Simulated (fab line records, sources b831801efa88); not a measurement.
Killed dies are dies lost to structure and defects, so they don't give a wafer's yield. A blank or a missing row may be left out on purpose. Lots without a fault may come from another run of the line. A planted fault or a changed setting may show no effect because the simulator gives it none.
Split-lot experiment | flow sfq_line | 5 lots, 23 wafers read, on a route of 325 steps

THE SPLIT
At SFQ_TRILAYER_M2_LITHO_COAT_062 (resist thk 62 nm), the setting resist_thk_nm was moved away from the recipe's 62 nm on 11 of the 23 wafers read, by -4.4% to +5.8%. The other wafers ran this setting at the recipe's value.

FROM THE SPLIT TO THE READING: what the file shows between them, 4 steps
- SFQ_TRILAYER_M2_LITHO_COAT_057: resist thk 600 nm (also split here: resist_thk_nm)
- SFQ_TRILAYER_M2_LITHO_SOFTBAKE_061
- SFQ_TRILAYER_M2_LITHO_EXPOSE_058: exposes mask M2, target cd 500 nm
- SFQ_TRILAYER_M2_LITHO_DEVELOP_059: time 60 s

THE READING
oes_product_au, in a.u., at SFQ_TRILAYER_M2_BARC_OPEN_METAL_ETCH_077 (etches BARC in O2, target depth 125 nm, time 41.7 s). Fault-free wafers of this fab line usually give 0.684 a.u., standard deviation 0.0039 a.u..

wafer  | tool, chamber at the split | resist_thk_nm as run, nm | against the recipe | oes_product_au, a.u. | against lot-mates on the recipe
L076.1 | litho_track-01, 0          | 62                       | recipe             | 0.687                | -
L076.2 | litho_track-01, 0          | 64.53                    | +4.1%              | 0.694                | +0.013
L076.3 | litho_track-01, 0          | 64.53                    | +4.1%              | 0.695                | +0.014
L076.5 | litho_track-01, 0          | 64.53                    | +4.1%              | 0.699                | +0.018
L076.6 | litho_track-01, 0          | 62                       | recipe             | 0.674                | -
L077.1 | litho_track-02, 0          | 62                       | recipe             | 0.684                | -
L077.3 | litho_track-02, 0          | 59.25                    | -4.4%              | 0.670                | -0.013
L077.4 | litho_track-02, 0          | 62                       | recipe             | 0.681                | -
L077.5 | litho_track-02, 0          | 62                       | recipe             | 0.683                | -
L077.6 | litho_track-02, 0          | 59.25                    | -4.4%              | 0.669                | -0.014
L079.1 | litho_track-02, 0          | 65.59                    | +5.8%              | 0.704                | +0.020
L079.3 | litho_track-02, 0          | 62                       | recipe             | 0.683                | -
L079.4 | litho_track-02, 0          | 62                       | recipe             | 0.684                | -
L079.5 | litho_track-02, 0          | 65.59                    | +5.8%              | 0.703                | +0.019
L079.6 | litho_track-02, 0          | 65.59                    | +5.8%              | 0.697                | +0.013
L081.1 | litho_track-02, 0          | 62                       | recipe             | 0.688                | -
L081.3 | litho_track-02, 0          | 62                       | recipe             | 0.683                | -
L081.4 | litho_track-02, 0          | 62                       | recipe             | 0.679                | -
L083.1 | litho_track-04, 0          | 59.29                    | -4.4%              | 0.669                | -0.014
L083.2 | litho_track-04, 0          | 59.29                    | -4.4%              | 0.670                | -0.013
L083.3 | litho_track-04, 0          | 62                       | recipe             | 0.686                | -
L083.4 | litho_track-04, 0          | 62                       | recipe             | 0.680                | -
L083.6 | litho_track-04, 0          | 59.29                    | -4.4%              | 0.676                | -0.007

THE FIT
A straight line over all 23 wafers: oes_product_au changes by +0.00301 a.u. for each +1% of resist_thk_nm; r = +0.95; the points scatter about the line by 0.0034 a.u..
The same after taking each lot's own level away (the mean of its wafers on the recipe; 23 wafers): +0.00307 a.u. for each +1%; r = +0.95; scatter 0.0034 a.u..
On that fit, the largest move of resist_thk_nm shifts the reading by 0.018 a.u..
The lots' own levels span 0.6805 to 0.6835 a.u., that is 0.8 times the standard deviation above.
So the lot-to-lot level changes the slope little: the two slopes agree.
Check: with one of the wafers moved furthest among these (+5.8%) left out of the fit, the line predicts +0.0181 a.u. for it against its lot-mates. It came out at +0.0205 a.u. against them.

OTHER SPLITS ON THESE WAFERS
These wafers also went through other splits before the reading. Each is held against what the fit with the lots' levels taken away leaves over:
other split on the same wafers                    | wafers away from the commonest value | r with oes_product_au (lot level and that fit taken away)
SFQ_TRILAYER_M1_LITHO_COAT_039 resist_thk_nm      | 7                                    | +0.05
SFQ_TRILAYER_I1_CMP_CMP_046 leave_above_ref_nm    | 9                                    | +0.11
SFQ_TRILAYER_I1_VIA_LITHO_COAT_049 resist_thk_nm  | 5                                    | -0.20
SFQ_TRILAYER_I1_VIA_BARC_OPEN_VIA_ETCH_071 time_s | 6                                    | -0.07
SFQ_TRILAYER_M2_LITHO_COAT_057 resist_thk_nm      | 5                                    | -0.14

THE WHOLE CHAIN: every reading that the file lists as answering this split, in the file's order
step                                     | what it does                                        | reading                                                                                    | change (the file's fit)                   | r (the file's)
SFQ_TRILAYER_M2_LITHO_COAT_062           | resist thk 62 nm                                    | BARC_of_TRILAYER_M2_LITHO_COAT_062.thk_nm (the simulator's own value, which no gauge read) | +0.626 nm for each +1% of the setting     | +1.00
SFQ_TRILAYER_M2_BARC_OPEN_METAL_ETCH_077 | etches BARC in O2, target depth 125 nm, time 41.7 s | oes_product_au                                                                             | +0.00311 a.u. for each +1% of the setting | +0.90
SFQ_TRILAYER_M2_BARC_OPEN_METAL_ETCH_077 | etches BARC in O2, target depth 125 nm, time 41.7 s | etch.depth_nm (the simulator's own value, which no gauge read)                             | +0.597 nm for each +1% of the setting     | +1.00

THE FILE'S OWN FIT
oes_product_au changes by +0.00311 a.u. for each +1% of resist_thk_nm, r = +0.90.
